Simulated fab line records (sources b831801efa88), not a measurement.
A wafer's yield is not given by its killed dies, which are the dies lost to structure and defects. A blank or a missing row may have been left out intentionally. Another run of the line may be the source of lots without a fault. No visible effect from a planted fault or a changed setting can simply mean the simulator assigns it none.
fab line records | flow sky130
record lots=10 | wafers=30 | last-day=50
route steps=708 shown METAL1@440 VIA1@479 METAL2@483 PAD_OPEN@708
lots that met no fault: taken from a fault-free run of the same line
start-h: the number of hours between the record's first day and the start of the first shown wafer of the lot | wait-h: time in hours since the lot's previous step | " the same as in the row above | L1.1+2: a row that stands for several wafers | - no value, or no start was given | * or withheld: withheld | < > ~ a bound
route shown NAME@n: names a module that has steps shown in the file, with the first one's number in the route | usual: mean and standard deviation over wafers with no fault | same: alike in all rows | chamber/n: place in a boat | sites: per-site readings | _std_site: the standard deviation of these | _edge_site: outer sites' mean less inner sites' | radius-mm: how far each site lies from the wafer's centre | mask NAME#n: copy n | behind: the tool/chamber that last shaped the wafer | hold: why the lot went on hold/how many hours it stayed there/how the hold came to an end | device: the n, p or np transistor that did not switch | end of line: the tests these same wafers got at the end of their route | a step with no rows: only its recipe | killed: the dies lost at the first sort to structure and to defects; this is not the yield of the wafer | map: shows each die of a wafer: x if killed, . if not, _ if none is there
set.NAME: setting as actually run; set.NAME@STEP: the setting as run at that earlier step | model.NAME: the simulator's own value behind a step, which no gauge read
one table for each step of the route and one row for each wafer, over a sample of lots
services: the hour from which a tool's chamber was out of use, counted from the record's first day as start-h (under 0 if before that day), plus the number of hours and why
## steps
# step SKY_METAL1_THK_MEAS_06
# recipe thk-meas-gauge=xrf | reads=AlCu_of_METAL1_SPUTTER_02
# usual METAL1_ALCU_THK=250.6/2.5
lot.wafer | tool          | chamber | start-h | wait-h | METAL1_ALCU_THK[nm]
L894.2    | film-metro-03 | -       | 733.30  | 0.1    | 251.9
L894.4    | "             | -       | "       | "      | 250.7
L894.6    | "             | -       | "       | "      | 253.7
L895.1    | film-metro-01 | -       | 744.73  | 0.1    | 254.1
L895.4    | "             | -       | "       | "      | 256.9
L895.6    | "             | -       | "       | "      | 254.2
L896.2    | film-metro-01 | -       | 761.09  | 0.1    | 254.2
L896.5    | "             | -       | "       | "      | 250.1
L896.6    | "             | -       | "       | "      | 252.2
L907.2    | film-metro-01 | -       | 847.12  | 0.1    | 251.1
L907.4    | "             | -       | "       | "      | 249.5
L907.5    | "             | -       | "       | "      | 248.6
L906.1    | film-metro-01 | -       | 849.58  | 0.1    | 249.5
L906.3    | "             | -       | "       | "      | 252.0
L906.5    | "             | -       | "       | "      | 249.9
L908.2    | film-metro-01 | -       | 854.30  | 0.1    | 251.0
L908.4    | "             | -       | "       | "      | 254.1
L908.6    | "             | -       | "       | "      | 252.6
L910.4    | film-metro-04 | -       | 866.25  | 0.1    | 253.9
L910.5    | "             | -       | "       | "      | 253.2
L910.6    | "             | -       | "       | "      | 255.1
L911.2    | film-metro-04 | -       | 881.30  | 0.1    | 251.5
L911.4    | "             | -       | "       | "      | 251.3
L911.5    | "             | -       | "       | "      | 251.6
L913.2    | film-metro-03 | -       | 890.17  | 0.1    | 252.5
L913.3    | "             | -       | "       | "      | 251.0
L913.5    | "             | -       | "       | "      | 252.8
L914.1    | film-metro-01 | -       | 897.25  | 0.1    | 249.6
L914.3    | "             | -       | "       | "      | 245.6
L914.5    | "             | -       | "       | "      | 248.5
# step SKY_METAL1_METAL_ETCH_19
# recipe target-depth-a=3600 | stop-on=SiO2 | over-etch-frac=0.3 | time-s=78 | chemistry=Cl2/BCl3 | resist-sidewall-deg=88 | pressure-mtorr=10 | icp-w=900 | bias-w=48.5 | Cl2_flow_sccm=60 | bcl3-flow-sccm=30
# usual drypump-motor-current-A=5.8/0.47 | oes-product-au=0.853/0.0055 | rf-fwd-power-W=894/3.1 | throttle-valve-pct=22.266/0.0094
lot.wafer | tool         | chamber | start-h | wait-h | drypump-motor-current-A | oes-product-au | rf-fwd-power-W | rf-hours-counter-h | throttle-valve-pct
L894.2    | rie-metal-04 | 0       | 760.29  | 0.0    | 6.1                     | 0.851          | 898            | 2                  | 22.262
L894.4    | "            | 0       | "       | "      | 6.1                     | 0.854          | 897            | -                  | 22.253
L894.6    | "            | 0       | "       | "      | 6.1                     | 0.861          | 893            | -                  | 22.265
L895.1    | rie-metal-01 | 1       | 771.74  | 0.1    | 5.4                     | 0.858          | 888            | 3                  | 22.266
L895.4    | "            | 1       | "       | "      | 5.5                     | 0.855          | 890            | -                  | 22.258
L895.6    | "            | 1       | "       | "      | 5.5                     | 0.859          | 890            | -                  | 22.265
L896.2    | rie-metal-01 | 1       | 786.87  | 0.1    | 5.4                     | 0.850          | 890            | -                  | 22.278
L896.5    | "            | 1       | "       | "      | 5.4                     | 0.853          | 891            | -                  | 22.253
L896.6    | "            | 1       | "       | "      | 5.4                     | 0.856          | 886            | -                  | 22.283
L907.2    | rie-metal-01 | 0       | 872.75  | 0.0    | 5.6                     | 0.855          | 898            | 3                  | 22.247
L907.4    | "            | 0       | "       | "      | 5.7                     | 0.850          | 897            | -                  | 22.266
L907.5    | "            | 1       | "       | "      | 5.5                     | 0.862          | 885            | -                  | 22.259
L906.1    | rie-metal-04 | 1       | 875.45  | 0.0    | 5.2                     | 0.855          | 893            | 13                 | 22.265
L906.3    | "            | 1       | "       | "      | 5.2                     | 0.858          | 888            | -                  | 22.274
L906.5    | "            | 0       | "       | "      | 6.1                     | 0.847          | 889            | -                  | 22.258
L908.2    | rie-metal-01 | 0       | 880.60  | 0.0    | 5.6                     | 0.861          | 895            | 3                  | 22.271
L908.4    | "            | 0       | "       | "      | 5.7                     | 0.850          | 895            | -                  | 22.273
L908.6    | "            | 0       | "       | "      | 5.7                     | 0.850          | 899            | -                  | 22.252
L910.4    | rie-metal-02 | 1       | 892.18  | 0.1    | 6.5                     | 0.856          | 896            | -                  | 22.263
L910.5    | "            | 0       | "       | "      | 5.3                     | 0.847          | 898            | -                  | 22.267
L910.6    | "            | 1       | "       | "      | 6.5                     | 0.854          | 892            | -                  | 22.265
L911.2    | rie-metal-04 | 0       | 906.75  | 0.0    | 6.1                     | 0.849          | 890            | 10                 | 22.264
L911.4    | "            | 1       | "       | "      | 5.2                     | 0.858          | 894            | -                  | 22.267
L911.5    | "            | 1       | "       | "      | 5.2                     | 0.847          | 896            | -                  | 22.266
L913.2    | rie-metal-02 | 1       | 915.15  | 0.0    | 6.5                     | 0.862          | 892            | 10                 | 22.281
L913.3    | "            | 1       | "       | "      | 6.5                     | 0.854          | 895            | -                  | 22.270
L913.5    | "            | 1       | "       | "      | 6.4                     | 0.857          | 888            | -                  | 22.259
L914.1    | rie-metal-02 | 1       | 922.65  | 0.0    | 6.5                     | 0.840          | 895            | 10                 | 22.257
L914.3    | "            | 1       | "       | "      | 6.5                     | 0.843          | 889            | -                  | 22.261
L914.5    | "            | 1       | "       | "      | 6.5                     | 0.845          | 893            | -                  | 22.265
# step SKY_VIA1_CVD_21
# recipe material=W | target-thk-nm=270 | time-s=80.902 | temp-c=400 | pressure-torr=40
# usual heater-power-w=903/110
lot.wafer | tool     | chamber | start-h | wait-h | heater-power-w
L894.2    | cvd-w-01 | 1       | 788.55  | 0.0    | 765
L894.4    | "        | 1       | "       | "      | 785
L894.6    | "        | 0       | "       | "      | 999
L895.1    | cvd-w-01 | 1       | 799.47  | 0.0    | 762
L895.4    | "        | 1       | "       | "      | 765
L895.6    | "        | 1       | "       | "      | 755
L896.2    | cvd-w-02 | 1       | 814.90  | 0.0    | 798
L896.5    | "        | 0       | "       | "      | 1021
L896.6    | "        | 1       | "       | "      | 825
L907.2    | cvd-w-01 | 0       | 901.05  | 0.0    | 1008
L907.4    | "        | 1       | "       | "      | 778
L907.5    | "        | 1       | "       | "      | 778
L906.1    | cvd-w-01 | 1       | 903.06  | 0.0    | 772
L906.3    | "        | 1       | "       | "      | 772
L906.5    | "        | 1       | "       | "      | 762
L908.2    | cvd-w-02 | 0       | 908.24  | 0.0    | 1020
L908.4    | "        | 1       | "       | "      | 810
L908.6    | "        | 0       | "       | "      | 1026
L910.4    | cvd-w-01 | 1       | 919.38  | 0.1    | 702
L910.5    | "        | 1       | "       | "      | 730
L910.6    | "        | 0       | "       | "      | 893
L911.2    | cvd-w-02 | 1       | 933.10  | 0.0    | 820
L911.4    | "        | 0       | "       | "      | 1024
L911.5    | "        | 1       | "       | "      | 826
L913.2    | cvd-w-02 | 0       | 942.10  | 0.0    | 1039
L913.3    | "        | 0       | "       | "      | 997
L913.5    | "        | 1       | "       | "      | 813
L914.1    | cvd-w-02 | 1       | 949.70  | 0.0    | 814
L914.3    | "        | 1       | "       | "      | 845
L914.5    | "        | 0       | "       | "      | 1026
# step SKY_VIA1_RS_MEAS_22
# recipe thk-meas-gauge=four-point-probe | reads=W_of_VIA1_CVD_21+TiN_of_VIA1_SPUTTER_20
# usual VIA1_W_RS=0.426/0.0057
lot.wafer | tool          | chamber | start-h | wait-h | VIA1_W_RS[ohm/sq]
L894.2    | film-metro-03 | -       | 788.67  | 0.1    | 0.426
L894.4    | "             | -       | "       | "      | 0.428
L894.6    | "             | -       | "       | "      | 0.419
L895.1    | film-metro-04 | -       | 799.56  | 0.1    | 0.430
L895.4    | "             | -       | "       | "      | 0.871
L895.6    | "             | -       | "       | "      | 0.439
L896.2    | film-metro-02 | -       | 815.02  | 0.1    | 0.429
L896.5    | "             | -       | "       | "      | 0.428
L896.6    | "             | -       | "       | "      | 0.428
L907.2    | film-metro-04 | -       | 901.16  | 0.1    | 0.419
L907.4    | "             | -       | "       | "      | 0.422
L907.5    | "             | -       | "       | "      | 0.431
L906.1    | film-metro-03 | -       | 903.16  | 0.1    | 0.423
L906.3    | "             | -       | "       | "      | 0.426
L906.5    | "             | -       | "       | "      | 0.422
L908.2    | film-metro-03 | -       | 908.35  | 0.1    | 0.426
L908.4    | "             | -       | "       | "      | 0.425
L908.6    | "             | -       | "       | "      | 0.428
L910.4    | film-metro-02 | -       | 919.50  | 0.1    | 0.431
L910.5    | "             | -       | "       | "      | 0.426
L910.6    | "             | -       | "       | "      | 0.422
L911.2    | film-metro-03 | -       | 933.21  | 0.1    | 0.426
L911.4    | "             | -       | "       | "      | 0.422
L911.5    | "             | -       | "       | "      | 0.427
L913.2    | film-metro-03 | -       | 942.21  | 0.1    | 0.435
L913.3    | "             | -       | "       | "      | 0.429
L913.5    | "             | -       | "       | "      | 0.424
L914.1    | film-metro-03 | -       | 949.79  | 0.1    | 0.429
L914.3    | "             | -       | "       | "      | 0.426
L914.5    | "             | -       | "       | "      | 0.428
# step SKY_VIA1_THK_MEAS_23
# recipe thk-meas-gauge=xrf | reads=W_of_VIA1_CVD_21
# usual VIA1_W_THK=268/4.2
lot.wafer | tool          | chamber | start-h | wait-h | VIA1_W_THK[nm]
L894.2    | film-metro-03 | -       | 788.78  | 0.1    | 266
L894.4    | "             | -       | "       | "      | 267
L894.6    | "             | -       | "       | "      | 273
L895.1    | film-metro-04 | -       | 799.68  | 0.1    | 269
L895.4    | "             | -       | "       | "      | 135
L895.6    | "             | -       | "       | "      | 262
L896.2    | film-metro-02 | -       | 815.13  | 0.1    | 267
L896.5    | "             | -       | "       | "      | 267
L896.6    | "             | -       | "       | "      | 266
L907.2    | film-metro-04 | -       | 901.27  | 0.1    | 276
L907.4    | "             | -       | "       | "      | 273
L907.5    | "             | -       | "       | "      | 266
L906.1    | film-metro-03 | -       | 903.28  | 0.1    | 267
L906.3    | "             | -       | "       | "      | 267
L906.5    | "             | -       | "       | "      | 267
L908.2    | film-metro-03 | -       | 908.46  | 0.1    | 267
L908.4    | "             | -       | "       | "      | 267
L908.6    | "             | -       | "       | "      | 266
L910.4    | film-metro-02 | -       | 919.59  | 0.1    | 265
L910.5    | "             | -       | "       | "      | 268
L910.6    | "             | -       | "       | "      | 270
L911.2    | film-metro-03 | -       | 933.32  | 0.1    | 266
L911.4    | "             | -       | "       | "      | 267
L911.5    | "             | -       | "       | "      | 268
L913.2    | film-metro-03 | -       | 942.32  | 0.1    | 261
L913.3    | "             | -       | "       | "      | 266
L913.5    | "             | -       | "       | "      | 269
L914.1    | film-metro-03 | -       | 949.91  | 0.1    | 264
L914.3    | "             | -       | "       | "      | 266
L914.5    | "             | -       | "       | "      | 266
# step SKY_VIA1_CMP_24
# recipe stop-on=SiO2 | t-overpolish-s=15 | down-force-psi=3.5 | platen-rpm=60 | target-thk-nm=0 | pad-velocity-m-s=0.94248
# usual head-pressure-psi=3.499/0.0074 | motor-current-A=10.8/1.4 | time-to-endpoint-s=65.2/2.7
lot.wafer | tool   | chamber | start-h | wait-h | head-pressure-psi | motor-current-A | time-to-endpoint-s
L894.4    | cmp-01 | 3       | 788.88  | 0.1    | 3.486             | 9.8             | 66.6
L894.2    | "      | 1       | "       | "      | 3.486             | 11.5            | 65.5
L894.6    | "      | 3       | "       | "      | 3.496             | 10.4            | 66.8
L895.1    | cmp-02 | 1       | 799.79  | 0.1    | 3.496             | 10.0            | 60.7
L895.4    | "      | 3       | "       | "      | 3.505             | 11.1            | 33.7
L895.6    | "      | 0       | "       | "      | 3.507             | 13.0            | 62.3
L896.2    | cmp-02 | 1       | 815.28  | 0.1    | 3.494             | 10.0            | 59.5
L896.6    | "      | 3       | "       | "      | 3.502             | 11.0            | 63.1
L896.5    | "      | 0       | "       | "      | 3.495             | 12.8            | 63.2
L907.4    | cmp-01 | 1       | 901.32  | 0.0    | 3.505             | 11.9            | 68.7
L907.2    | "      | 0       | "       | "      | 3.497             | 8.8             | 70.7
L907.5    | "      | 2       | "       | "      | 3.503             | 10.0            | 63.9
L906.3    | cmp-01 | 1       | 903.39  | 0.1    | 3.500             | 11.5            | 66.3
L906.1    | "      | 3       | "       | "      | 3.519             | 10.0            | 64.0
L906.5    | "      | 0       | "       | "      | 3.510             | 8.6             | 66.3
L908.4    | cmp-01 | 1       | 908.56  | 0.1    | 3.504             | 12.0            | 67.7
L908.2    | "      | 2       | "       | "      | 3.494             | 9.9             | 66.8
L908.6    | "      | 0       | "       | "      | 3.497             | 8.5             | 71.8
L910.4    | cmp-02 | 3       | 919.77  | 0.2    | 3.494             | 11.3            | 64.9
L910.5    | "      | 0       | "       | "      | 3.488             | 13.8            | 60.3
L910.6    | "      | 1       | "       | "      | 3.498             | 10.8            | 62.6
L911.4    | cmp-02 | 0       | 933.47  | 0.1    | 3.488             | 13.7            | 66.8
L911.2    | "      | 1       | "       | "      | 3.503             | 10.3            | 66.7
L911.5    | "      | 2       | "       | "      | 3.494             | 11.0            | 65.8
L913.2    | cmp-01 | 3       | 942.37  | 0.0    | 3.487             | 10.4            | 62.1
L913.3    | "      | 0       | "       | "      | 3.493             | 8.7             | 65.7
L913.5    | "      | 0       | "       | "      | 3.493             | 8.5             | 67.1
L914.3    | cmp-01 | 1       | 950.02  | 0.1    | 3.501             | 12.2            | 66.1
L914.1    | "      | 2       | "       | "      | 3.507             | 10.0            | 60.2
L914.5    | "      | 0       | "       | "      | 3.496             | 8.7             | 68.8
# step SKY_METAL2_SPUTTER_00
# recipe material=Ti | target-thk-nm=15 | power-w=3000 | time-s=10 | chamber-pressure-pa=0.4
# usual throttle-valve-pct=30.0/0.66
lot.wafer | tool           | chamber | start-h | wait-h | throttle-valve-pct
L894.2    | pvd-sputter-01 | -       | 789.13  | 0.1    | 29.8
L894.4    | "              | -       | "       | "      | 29.3
L894.6    | "              | -       | "       | "      | 30.0
L895.1    | pvd-sputter-04 | -       | 800.04  | 0.2    | 29.8
L895.4    | "              | -       | "       | "      | 31.8
L895.6    | "              | -       | "       | "      | 29.3
L896.2    | pvd-sputter-02 | -       | 815.48  | 0.1    | 29.5
L896.5    | "              | -       | "       | "      | 29.5
L896.6    | "              | -       | "       | "      | 30.0
L907.2    | pvd-sputter-02 | -       | 901.62  | 0.1    | 29.6
L907.4    | "              | -       | "       | "      | 29.8
L907.5    | "              | -       | "       | "      | 29.7
L906.1    | pvd-sputter-02 | -       | 903.64  | 0.1    | 29.6
L906.3    | "              | -       | "       | "      | 30.0
L906.5    | "              | -       | "       | "      | 29.6
L908.2    | pvd-sputter-04 | -       | 908.81  | 0.1    | 29.6
L908.4    | "              | -       | "       | "      | 31.6
L908.6    | "              | -       | "       | "      | 29.6
L910.4    | pvd-sputter-02 | -       | 919.92  | 0.1    | 30.2
L910.5    | "              | -       | "       | "      | 29.7
L910.6    | "              | -       | "       | "      | 30.1
L911.2    | pvd-sputter-02 | -       | 933.67  | 0.1    | 29.5
L911.4    | "              | -       | "       | "      | 29.9
L911.5    | "              | -       | "       | "      | 30.2
L913.2    | pvd-sputter-04 | -       | 942.67  | 0.2    | 29.1
L913.3    | "              | -       | "       | "      | 29.6
L913.5    | "              | -       | "       | "      | 29.6
L914.1    | pvd-sputter-01 | -       | 950.27  | 0.1    | 30.1
L914.3    | "              | -       | "       | "      | 29.9
L914.5    | "              | -       | "       | "      | 30.8
# step SKY_PAD_OPEN_PROBE_99
# usual defect-limited-yield=82.2/1.9 | killed_at_M0_to_M3=45/7.3 | killed_at_M4_up=3.1/1.7 | killed-at-contacts=25/5.1 | killed-at-front-end=15/4.5 | killed-at-other=0.3/0.56 | killed-dies=88/9.4 | killed-open=47/6.6 | killed-short=40/6.9 | sort_bin_3_pad_short=0.9/0.46 | sort_bin_5_function=10.5/1.5 | sort_bin_6_memory=6.4/1.1 | sort-n-pass=404/9.4 | sort-yield-pct=82.2/1.9
# same gross-dies=492 | killed-at-back-side=0 | sort_bin_4_leakage[%]=0 | sort_bin_8_speed[%]=0
lot.wafer | tool      | chamber | start-h | wait-h | defect-limited-yield[%] | killed_at_M0_to_M3 | killed_at_M4_up | killed-at-contacts | killed-at-front-end | killed-at-other | killed-dies | killed-open | killed-short | sort_bin_3_pad_short[%] | sort_bin_5_function[%] | sort_bin_6_memory[%] | sort-n-pass | sort-yield-pct[%]
L894.2    | prober-01 | -       | 1072.66 | 0.1    | 78.5                    | 51                 | 2               | 34                 | 17                  | 2               | 106         | 46          | 59           | 1.4                     | 12.2                   | 7.9                  | 386         | 78.5
L894.4    | prober-01 | -       | 1072.76 | 0.2    | 82.3                    | 38                 | 1               | 31                 | 17                  | 0               | 87          | 47          | 40           | 0.6                     | 10.2                   | 6.9                  | 405         | 82.3
L894.6    | prober-01 | -       | 1072.86 | 0.2    | 81.9                    | 37                 | 1               | 37                 | 14                  | 0               | 89          | 55          | 34           | 0.8                     | 11.4                   | 5.9                  | 403         | 81.9
# killed by level:class
L894.2 VIA2:geometric-particle:open=12 CONTACT:geometric-particle:open=10 FIELD_ISO:geometric-particle:short=9 METAL2:geometric-particle:short=8 LOCAL_INTERCONNECT:geometric-particle:short=7 LI_CONTACT:geometric-particle:short=6 CONTACT:geometric-particle:short=6 METAL1:geometric-particle:short=6
L894.4 CONTACT:geometric-particle:open=11 LI_CONTACT:geometric-particle:open=8 CONTACT:geometric-particle:short=8 VIA1:geometric-particle:open=7 VIA3:geometric-particle:open=5 FIELD_ISO:geometric-particle:short=4 METAL1:geometric-particle:short=4 VIA1:geometric-particle:short=4
L894.6 CONTACT:geometric-particle:open=18 VIA1:geometric-particle:open=11 FIELD_ISO:geometric-particle:open=6 LI_CONTACT:geometric-particle:open=6 CONTACT:geometric-particle:short=6 LOCAL_INTERCONNECT:geometric-particle:short=5 VIA2:geometric-particle:open=5 VIA1:geometric-particle:short=4
## services
tool           | chamber | start-h | hours | kind
cmp-01         | -       | 742.12  | 5.6   | pm
cmp-02         | -       | 754.13  | 4.0   | pm
cmp-02         | -       | 766.34  | 6.1   | repair
cmp-02         | -       | 775.04  | 4.1   | repair
cmp-02         | -       | 779.14  | 6.8   | pm
rie-metal-01   | 0       | 780.36  | 27.9  | repair
pvd-sputter-02 | -       | 782.44  | 1.5   | repair
cmp-01         | -       | 795.19  | 0.7   | repair
cmp-01         | -       | 795.73  | 1.3   | repair
rie-metal-04   | 1       | 828.19  | 28.1  | repair
pvd-sputter-02 | -       | 828.23  | 4.8   | repair
pvd-sputter-02 | -       | 836.78  | 1.7   | repair
pvd-sputter-02 | -       | 838.46  | 6.8   | repair
cmp-02         | -       | 900.61  | 0.4   | repair
cvd-w-01       | -       | 904.00  | 14.0  | pm
cmp-02         | -       | 905.78  | 0.4   | repair
cmp-01         | -       | 911.84  | 3.5   | repair
cmp-01         | -       | 915.38  | 4.0   | pm
cmp-01         | -       | 923.43  | 2.0   | repair
cvd-w-02       | -       | 923.78  | 6.9   | pm
cmp-01         | -       | 925.44  | 12.0  | pm
pvd-sputter-02 | -       | 942.03  | 25.1  | repair
cmp-02         | -       | 942.89  | 0.4   | repair
rie-metal-01   | -       | 946.37  | 10.0  | pm
## key
first-sign step=SKY_VIA1_RS_MEAS_22 | reading=VIA1_W_RS | direction=up | sigmas=78 | usual=0.426 | struck=0.871
effect step=SKY_VIA1_THK_MEAS_23 | reading=VIA1_W_THK | direction=down | sigmas=32 | usual=268 | struck=135
effect step=SKY_VIA1_CMP_24 | reading=time-to-endpoint-s | direction=down | sigmas=12 | usual=* | struck=*
met-at SKY_VIA1_CVD_21
struck-lots L895
struck-wafers L895.4
not-acting-at SKY_METAL1_THK_MEAS_06,SKY_METAL1_METAL_ETCH_19,SKY_METAL2_SPUTTER_00
onset-between 788.55 799.47
fault kind=process-parameter-drift | tool=cvd-w-01 | chamber=- | onset-h=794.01 | steps=SKY_VIA1_CVD_21 | channel=target-thk-nm | offset=-134.07 | shape=step | end-h=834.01 | scope=struck-wafers-only | acts-in=these-recipes-only | stated=270
